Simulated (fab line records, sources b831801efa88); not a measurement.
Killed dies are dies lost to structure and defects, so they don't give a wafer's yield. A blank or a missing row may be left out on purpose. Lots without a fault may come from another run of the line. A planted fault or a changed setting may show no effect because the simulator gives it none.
Which tool did it? | flow gf180mcu | 6 lots, 18 wafers sampled, at 3 steps of a route of 602

WHAT THE GAUGES READ, wafer by wafer
GF_CONTACT_CD_MEAS_14: target cd 220 nm.
lot  | measured     | on        | cd_nm (nm)
L425 | day 17 02:22 | cd_sem-01 | 217.0 219.5 218.3
L429 | day 18 17:38 | cd_sem-01 | 221.8 221.9 222.4
L435 | day 20 19:33 | cd_sem-01 | 220.3 217.4 217.2
L438 | day 22 06:17 | cd_sem-02 | 219.0 219.0 220.1
L440 | day 22 22:51 | cd_sem-01 | 241.2 241.3 240.7
L443 | day 24 00:34 | cd_sem-02 | 218.4 218.4 218.2

WHICH TOOL RAN EACH LOT (tool, then ch and the chambers of the sampled wafers, then the start)
lot  | GF_CONTACT_CVD_02               | GF_CONTACT_EXPOSE_11
L425 | pecvd-02 ch 0,1,2, day 16 03:58 | krf_scanner-01 ch 0, day 16 16:23
L429 | pecvd-02 ch 0,1,2, day 17 17:24 | krf_scanner-02 ch 0, day 18 05:18
L435 | pecvd-04 ch 0,1,2, day 19 17:50 | krf_scanner-02 ch 0, day 20 06:22
L438 | pecvd-02 ch 0,2, day 21 05:29   | krf_scanner-02 ch 0, day 21 18:53
L440 | pecvd-02 ch 1,2, day 21 22:32   | krf_scanner-01 ch 0, day 22 10:46
L443 | pecvd-03 ch 0,1,2, day 23 01:55 | krf_scanner-02 ch 0, day 23 13:41
- GF_CONTACT_CVD_02: deposits SiO2 from TEOS, target thk 860 nm, time 95.992 s.
- GF_CONTACT_EXPOSE_11: exposes mask Contact, target cd 220 nm.

THE ANSWER, worked out from the rows above alone
Rule: what is usual is taken from the lots themselves. Put in order of their means at a reading, lots are off if they are a third of the lots or fewer, leave a main group of 4 or more, and stand apart from it by a gap of 3 or more times the standard deviation of the main group's means; of several such gaps the widest counts. A main group whose means are all the same, to the digits that the tables above print for the reading, isn't used. A lot without any number at a reading at which 4 lots or more have one is off too. The other lots that the step has rows for count as sound.
Off: L440, at GF_CONTACT_CD_MEAS_14 (cd_nm). The main group: mean 219.3 nm, standard deviation 1.4.
A tool fits if, at a process step before that reading, it ran every lot that is off, and no sound lot after the first of them. The gauges at GF_CONTACT_CD_MEAS_14 are tried like those tools. Can't be told from this: 3 tools fit, pecvd-02 at GF_CONTACT_CVD_02, krf_scanner-01 at GF_CONTACT_EXPOSE_11, cd_sem-01 at GF_CONTACT_CD_MEAS_14.

WHAT THE SIMULATOR HAD PUT IN
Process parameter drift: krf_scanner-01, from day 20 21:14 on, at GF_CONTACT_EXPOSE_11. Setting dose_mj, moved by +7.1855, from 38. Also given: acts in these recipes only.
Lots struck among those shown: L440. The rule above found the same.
